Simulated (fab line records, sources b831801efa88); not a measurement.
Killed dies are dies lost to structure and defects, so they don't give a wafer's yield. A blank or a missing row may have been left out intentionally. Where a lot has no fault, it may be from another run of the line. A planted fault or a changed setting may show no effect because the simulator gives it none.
Which tool was responsible? / flow sky130 / 10 lots, 30 wafers sampled, at 4 steps of a route of 708

== WHAT EACH GAUGE READ, for each wafer ==
SKY_VIA2_RS_MEAS_22: the measuring method here is four-point-probe. Usual: VIA2_W_RS gives 0.287 ohm/sq (standard deviation 0.0032).
lot=L392; measured=day 36 18:32; on=film_metro-01; VIA2_W_RS (ohm/sq)=0.296 0.297 0.293; flag=
lot=L393; measured=day 37 05:15; on=film_metro-04; VIA2_W_RS (ohm/sq)=0.284 0.290 0.289; flag=
lot=L395; measured=day 37 18:09; on=film_metro-01; VIA2_W_RS (ohm/sq)=0.283 0.287 0.284; flag=
lot=L397; measured=day 39 05:32; on=film_metro-04; VIA2_W_RS (ohm/sq)=0.282 0.283 0.286; flag=
lot=L401; measured=day 40 07:11; on=film_metro-01; VIA2_W_RS (ohm/sq)=0.286 0.290 0.291; flag=
lot=L405; measured=day 41 09:35; on=film_metro-04; VIA2_W_RS (ohm/sq)=0.288 0.286 0.287; flag=
lot=L407; measured=day 41 21:19; on=film_metro-03; VIA2_W_RS (ohm/sq)=0.289 0.285 0.289; flag=
lot=L410; measured=day 42 11:39; on=film_metro-01; VIA2_W_RS (ohm/sq)=0.287 0.292 0.287; flag=
lot=L411; measured=day 42 17:49; on=film_metro-03; VIA2_W_RS (ohm/sq)=0.290 0.291 0.295; flag=
lot=L413; measured=day 43 02:43; on=film_metro-03; VIA2_W_RS (ohm/sq)=0.285 0.287 0.287; flag=

SKY_CAPM_OVL_MEAS_12. Usual: CAPM_OVL gives -0.4 nm (standard deviation 1.2).
lot=L392; measured=day 37 20:47; on=overlay-01; CAPM_OVL (nm)=-0.6 0.9 -1.2; flag=
lot=L393; measured=day 38 07:17; on=overlay-01; CAPM_OVL (nm)=-0.4 -0.6 -1.0; flag=
lot=L395; measured=day 38 20:43; on=overlay-02; CAPM_OVL (nm)=-0.6 -1.2 -1.0; flag=
lot=L397; measured=day 40 06:19; on=overlay-02; CAPM_OVL (nm)=1.6 0.6 0.4; flag=
lot=L401; measured=day 41 07:43; on=overlay-01; CAPM_OVL (nm)=0.3 0.5 0.7; flag=
lot=L405; measured=day 42 09:07; on=overlay-02; CAPM_OVL (nm)=-0.8 -1.0 -0.4; flag=
lot=L407; measured=day 42 21:05; on=overlay-01; CAPM_OVL (nm)=2.8 0.9 1.8; flag=
lot=L410; measured=day 43 10:37; on=overlay-02; CAPM_OVL (nm)=-1.1 -0.6 -0.3; flag=
lot=L411; measured=day 43 17:32; on=overlay-01; CAPM_OVL (nm)=-1.1 -0.8 0.6; flag=
lot=L413; measured=day 44 01:20; on=overlay-01; CAPM_OVL (nm)=-2.2 -0.8 -1.1; flag=

== WHAT TOOL EACH LOT RAN ON (gives the tool, then ch and the chambers of the sampled wafers, and finally the start) ==
lot=L392; SKY_METAL2_SPUTTER_04=pvd_sputter-03, day 34 13:08; SKY_METAL3_SPUTTER_04=pvd_sputter-04, day 36 19:07
lot=L393; SKY_METAL2_SPUTTER_04=pvd_sputter-03, day 34 23:16; SKY_METAL3_SPUTTER_04=pvd_sputter-02, day 37 05:49
lot=L395; SKY_METAL2_SPUTTER_04=pvd_sputter-02, day 35 11:44; SKY_METAL3_SPUTTER_04=pvd_sputter-04, day 37 18:44
lot=L397; SKY_METAL2_SPUTTER_04=pvd_sputter-01, day 36 23:19; SKY_METAL3_SPUTTER_04=pvd_sputter-04, day 39 06:24
lot=L401; SKY_METAL2_SPUTTER_04=pvd_sputter-01, day 38 03:19; SKY_METAL3_SPUTTER_04=pvd_sputter-02, day 40 07:46
lot=L405; SKY_METAL2_SPUTTER_04=pvd_sputter-01, day 39 06:59; SKY_METAL3_SPUTTER_04=pvd_sputter-04, day 41 10:19
lot=L407; SKY_METAL2_SPUTTER_04=pvd_sputter-03, day 39 19:31; SKY_METAL3_SPUTTER_04=pvd_sputter-02, day 41 22:08
lot=L410; SKY_METAL2_SPUTTER_04=pvd_sputter-03, day 40 09:23; SKY_METAL3_SPUTTER_04=pvd_sputter-04, day 42 12:14
lot=L411; SKY_METAL2_SPUTTER_04=pvd_sputter-01, day 40 15:26; SKY_METAL3_SPUTTER_04=pvd_sputter-04, day 42 18:22
lot=L413; SKY_METAL2_SPUTTER_04=pvd_sputter-01, day 41 02:16; SKY_METAL3_SPUTTER_04=pvd_sputter-02, day 43 03:19
- SKY_METAL2_SPUTTER_04: material TiN, target thk 70 nm, time 58.3 s.
- SKY_METAL3_SPUTTER_04: material TiN, target thk 70 nm, time 58.3 s.

== AS READ BY THE TOOLS THEMSELVES (means over the sampled wafers that have a number; for cases with no such wafer, the mark the record gives instead) ==
SKY_METAL2_SPUTTER_04. Usual: cathode_dc_power_W 6499.9 W, standard deviation 1.1; chamber_pressure_pa 0.4000 Pa, standard deviation 0.00075; throttle_valve_pct 29.7 %, standard deviation 0.54.
lot=L392; tool=pvd_sputter-03; cathode_dc_power_W (W)=6500.7; chamber_pressure_pa (Pa)=0.4000; throttle_valve_pct (%)=29.7; flag=
lot=L393; tool=pvd_sputter-03; cathode_dc_power_W (W)=6500.5; chamber_pressure_pa (Pa)=0.3999; throttle_valve_pct (%)=29.9; flag=
lot=L395; tool=pvd_sputter-02; cathode_dc_power_W (W)=6499.4; chamber_pressure_pa (Pa)=0.4003; throttle_valve_pct (%)=29.0; flag=
lot=L397; tool=pvd_sputter-01; cathode_dc_power_W (W)=6499.3; chamber_pressure_pa (Pa)=0.3998; throttle_valve_pct (%)=29.8; flag=
lot=L401; tool=pvd_sputter-01; cathode_dc_power_W (W)=6499.4; chamber_pressure_pa (Pa)=0.4004; throttle_valve_pct (%)=29.9; flag=
lot=L405; tool=pvd_sputter-01; cathode_dc_power_W (W)=6499.9; chamber_pressure_pa (Pa)=0.3998; throttle_valve_pct (%)=30.0; flag=
lot=L407; tool=pvd_sputter-03; cathode_dc_power_W (W)=6501.4; chamber_pressure_pa (Pa)=0.4005; throttle_valve_pct (%)=29.9; flag=
lot=L410; tool=pvd_sputter-03; cathode_dc_power_W (W)=6499.3; chamber_pressure_pa (Pa)=0.4002; throttle_valve_pct (%)=29.2; flag=
lot=L411; tool=pvd_sputter-01; cathode_dc_power_W (W)=6498.7; chamber_pressure_pa (Pa)=0.4004; throttle_valve_pct (%)=29.8; flag=
lot=L413; tool=pvd_sputter-01; cathode_dc_power_W (W)=6500.9; chamber_pressure_pa (Pa)=0.4000; throttle_valve_pct (%)=29.3; flag=

SKY_METAL3_SPUTTER_04. Usual: cathode_dc_power_W 6499.9 W, standard deviation 1.3; chamber_pressure_pa 0.4000 Pa, standard deviation 0.00079; throttle_valve_pct 29.7 %, standard deviation 0.9.
lot=L392; tool=pvd_sputter-04; cathode_dc_power_W (W)=6498.5; chamber_pressure_pa (Pa)=0.3997; throttle_valve_pct (%)=29.7; flag=
lot=L393; tool=pvd_sputter-02; cathode_dc_power_W (W)=6499.7; chamber_pressure_pa (Pa)=0.4007; throttle_valve_pct (%)=29.1; flag=
lot=L395; tool=pvd_sputter-04; cathode_dc_power_W (W)=6498.9; chamber_pressure_pa (Pa)=0.4007; throttle_valve_pct (%)=29.9; flag=
lot=L397; tool=pvd_sputter-04; cathode_dc_power_W (W)=6499.7; chamber_pressure_pa (Pa)=0.3997; throttle_valve_pct (%)=31.0; flag=
lot=L401; tool=pvd_sputter-02; cathode_dc_power_W (W)=6499.6; chamber_pressure_pa (Pa)=0.3998; throttle_valve_pct (%)=29.3; flag=
lot=L405; tool=pvd_sputter-04; cathode_dc_power_W (W)=-; chamber_pressure_pa (Pa)=-; throttle_valve_pct (%)=-; flag=OFF
lot=L407; tool=pvd_sputter-02; cathode_dc_power_W (W)=-; chamber_pressure_pa (Pa)=-; throttle_valve_pct (%)=-; flag=OFF
lot=L410; tool=pvd_sputter-04; cathode_dc_power_W (W)=6499.2; chamber_pressure_pa (Pa)=0.4003; throttle_valve_pct (%)=30.7; flag=
lot=L411; tool=pvd_sputter-04; cathode_dc_power_W (W)=6499.6; chamber_pressure_pa (Pa)=0.4001; throttle_valve_pct (%)=29.7; flag=
lot=L413; tool=pvd_sputter-02; cathode_dc_power_W (W)=6500.5; chamber_pressure_pa (Pa)=0.4005; throttle_valve_pct (%)=29.3; flag=

== THE ANSWER, worked out from the rows above alone ==
Rule: a lot counts as off when the mean over its wafers that have a number is more than 3 standard deviations away from the usual mean. A lot without any number at a reading at which 4 lots or more have one is off too. Any other lot the step has rows for is counted as sound. First the gauges in route order, then the tools' own readings, where a lot's mean is used as printed above. At the first step where some lot is off, the reading lying furthest off is the one used; lots without a number count as furthest.
Off: L405, L407, at SKY_METAL3_SPUTTER_04 (cathode_dc_power_W). Without a number there: L405, L407.
If a tool, at that step or one of the process steps before it, ran each lot that is off and ran no sound lot following the first of them, it fits. Not one of the candidates tried fits.

== WHAT THE SIMULATOR HAD INSERTED ==
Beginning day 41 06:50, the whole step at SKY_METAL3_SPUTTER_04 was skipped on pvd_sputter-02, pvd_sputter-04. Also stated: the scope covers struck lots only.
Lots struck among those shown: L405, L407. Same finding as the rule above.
